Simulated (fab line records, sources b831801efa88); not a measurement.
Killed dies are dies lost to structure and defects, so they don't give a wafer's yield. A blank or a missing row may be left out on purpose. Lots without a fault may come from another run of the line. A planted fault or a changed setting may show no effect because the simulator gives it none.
Which tool did it? | flow gf180mcu | 14 lots, 42 wafers sampled, at 5 steps of a route of 602

WHAT THE GAUGES READ, wafer by wafer
GF_STI_THK_MEAS_02. Usual: STI_OXIDATION_THK 9.90 nm, standard deviation 0.18.
lot  | measured    | on            | STI_OXIDATION_THK (nm) | flag
L685 | day 1 14:29 | film_metro-04 | 10.00 10.04 10.07      |
L686 | day 1 19:00 | film_metro-04 | 9.96 9.99 9.90         |
L688 | day 2 05:28 | film_metro-03 | 10.06 10.05 9.97       |
L690 | day 2 13:53 | film_metro-04 | 9.71 9.94 9.85         |
L692 | day 3 03:55 | film_metro-01 | 9.81 9.69 9.90         |
L693 | day 3 03:56 | film_metro-04 | 9.96 9.91 9.85         |
L695 | day 3 13:31 | film_metro-01 | 10.26 10.15 10.31      |
L696 | day 3 20:01 | film_metro-04 | 10.04 10.16 10.04      |
L698 | day 4 04:41 | film_metro-01 | 9.98 9.92 9.89         |
L700 | day 4 14:59 | film_metro-01 | 10.04 9.75 9.87        |
L704 | day 5 10:31 | film_metro-04 | 10.02 10.04 10.02      |
L706 | day 5 21:17 | film_metro-04 | 9.72 9.97 9.70         |
L707 | day 6 01:31 | film_metro-01 | 9.62 9.58 9.81         |
L708 | day 6 06:31 | film_metro-01 | 9.84 9.75 9.75         |

GF_HV_LDD_THK_MEAS_55. Usual: HV_LDD_CVD_54_THK 9.91 nm, standard deviation 0.15.
lot  | measured     | on            | HV_LDD_CVD_54_THK (nm) | flag
L685 | day 13 00:23 | film_metro-03 | 9.91 9.96 10.13        |
L686 | day 13 02:38 | film_metro-01 | 10.00 9.93 9.88        |
L688 | day 13 23:28 | film_metro-02 | 10.05 9.96 9.92        |
L690 | day 14 02:59 | film_metro-03 | 9.94 9.94 9.99         |
L692 | day 15 02:29 | film_metro-02 | 9.83 10.04 9.98        |
L693 | day 15 03:32 | film_metro-03 | 9.91 9.97 9.85         |
L695 | day 15 13:48 | film_metro-02 | 9.87 9.68 9.81         |
L696 | day 16 05:11 | film_metro-03 | 9.74 9.73 9.60         |
L698 | day 16 23:52 | film_metro-01 | 6.67 6.82 6.76         | OFF
L700 | day 17 13:25 | film_metro-02 | 6.41 6.61 6.62         | OFF
L704 | day 19 02:27 | film_metro-02 | 9.67 9.82 9.64         |
L706 | day 19 09:59 | film_metro-03 | 9.84 9.86 9.91         |
L707 | day 19 16:43 | film_metro-02 | 9.94 9.96 9.89         |
L708 | day 20 03:47 | film_metro-03 | 9.98 10.06 9.94        |

GF_M1_RS_MEAS_05: measures by four-point-probe. Usual: M1_ALCU_RS 0.0694 ohm/sq, standard deviation 0.00089.
lot  | measured     | on            | M1_ALCU_RS (ohm/sq)  | flag
L685 | day 16 15:58 | film_metro-02 | 0.0704 0.0694 0.0700 |
L686 | day 16 19:05 | film_metro-04 | 0.0693 0.0682 0.0687 |
L688 | day 17 17:14 | film_metro-02 | 0.0699 0.0705 0.0703 |
L690 | day 17 23:55 | film_metro-04 | 0.0689 0.0698 0.0691 |
L692 | day 19 03:31 | film_metro-04 | 0.0699 0.0690 0.0692 |
L693 | day 19 04:31 | film_metro-02 | 0.0685 0.0682 0.0681 |
L695 | day 19 15:52 | film_metro-04 | 0.0712 0.0706 0.0706 |
L696 | day 20 08:07 | film_metro-04 | 0.0709 0.0702 0.0692 |
L698 | day 21 05:02 | film_metro-02 | 0.0684 0.0686 0.0700 |
L700 | day 21 17:47 | film_metro-04 | 0.0703 0.0690 0.0693 |
L704 | day 23 05:21 | film_metro-04 | 0.0690 0.0698 0.0688 |
L706 | day 23 13:38 | film_metro-01 | 0.0705 0.0683 0.0696 |
L707 | day 23 20:39 | film_metro-02 | 0.0700 0.0696 0.0710 |
L708 | day 24 06:18 | film_metro-04 | 0.0691 0.0689 0.0691 |

WHICH TOOL RAN EACH LOT (tool, then ch and the chambers of the sampled wafers, then the start)
lot  | GF_HV_LDD_CVD_54            | GF_SAB_ETCH_11
L685 | lpcvd-01 ch 0, day 12 22:04 | rie_diel-01 ch 2,3, day 15 15:38
L686 | lpcvd-02 ch 0, day 13 01:36 | rie_diel-04 ch 1,3, day 15 17:50
L688 | lpcvd-01 ch 1, day 13 21:56 | rie_diel-04 ch 0,2,3, day 16 16:29
L690 | lpcvd-02 ch 0, day 14 01:58 | rie_diel-04 ch 1,3, day 16 21:41
L692 | lpcvd-02 ch 0, day 15 01:28 | rie_diel-04 ch 0,2,3, day 18 00:11
L693 | lpcvd-02 ch 1, day 15 02:29 | rie_diel-03 ch 0,2,3, day 18 01:41
L695 | lpcvd-01 ch 0, day 15 12:16 | rie_diel-04 ch 1,2,3, day 18 11:49
L696 | lpcvd-01 ch 0, day 16 04:10 | rie_diel-01 ch 0,1, day 19 04:57
L698 | lpcvd-01 ch 1, day 16 22:51 | rie_diel-03 ch 0,1, day 20 01:55
L700 | lpcvd-01 ch 0, day 17 12:23 | rie_diel-03 ch 1,2, day 20 15:28
L704 | lpcvd-02 ch 1, day 19 01:26 | rie_diel-04 ch 1,2,3, day 22 03:56
L706 | lpcvd-02 ch 1, day 19 08:58 | rie_diel-01 ch 1,2,3, day 22 11:41
L707 | lpcvd-02 ch 0, day 19 15:41 | rie_diel-04 ch 0,3, day 22 18:49
L708 | lpcvd-01 ch 1, day 20 02:46 | rie_diel-01 ch 1,3, day 23 05:14
- GF_HV_LDD_CVD_54: deposits SiO2 from TEOS, target thk 10 nm, time 75 s.
- GF_SAB_ETCH_11: etches SiO2 in C4F8/O2/Ar, target depth 55 nm, time 8.5 s.

WHAT THE TOOLS THEMSELVES READ (means of the sampled wafers that have a number; where no wafer has one, the mark that the record gives instead)
GF_SAB_ETCH_11. Usual: oes_product_au 0.990 a.u., standard deviation 0.017.
lot  | tool        | oes_product_au (a.u.) | flag
L685 | rie_diel-01 | 1.013                 |
L686 | rie_diel-04 | 0.993                 |
L688 | rie_diel-04 | 0.982                 |
L690 | rie_diel-04 | 0.996                 |
L692 | rie_diel-04 | 0.981                 |
L693 | rie_diel-03 | 1.008                 |
L695 | rie_diel-04 | 0.987                 |
L696 | rie_diel-01 | 0.994                 |
L698 | rie_diel-03 | 1.017                 |
L700 | rie_diel-03 | 0.998                 |
L704 | rie_diel-04 | 0.978                 |
L706 | rie_diel-01 | 1.002                 |
L707 | rie_diel-04 | 0.981                 |
L708 | rie_diel-01 | 0.981                 |

THE ANSWER, worked out from the rows above alone
Rule: a lot is off if the mean of its wafers that have a number lies more than 3 standard deviations from the usual mean. A lot without any number at a reading at which 4 lots or more have one is off too. The other lots that the step has rows for count as sound. The gauges are gone through in route order, then the tools' own readings, and for those a lot's mean is taken as printed above. The first step at which some lot is off is used, and at that step the reading that is off furthest; a lot without a number counts as furthest.
Off: L698, L700, at GF_HV_LDD_THK_MEAS_55 (HV_LDD_CVD_54_THK).
A tool fits if, at a process step before that reading, it ran every lot that is off, and no sound lot after the first of them. The gauges at GF_HV_LDD_THK_MEAS_55 are tried like those tools. None of those tried fits.

WHAT THE SIMULATOR HAD PUT IN
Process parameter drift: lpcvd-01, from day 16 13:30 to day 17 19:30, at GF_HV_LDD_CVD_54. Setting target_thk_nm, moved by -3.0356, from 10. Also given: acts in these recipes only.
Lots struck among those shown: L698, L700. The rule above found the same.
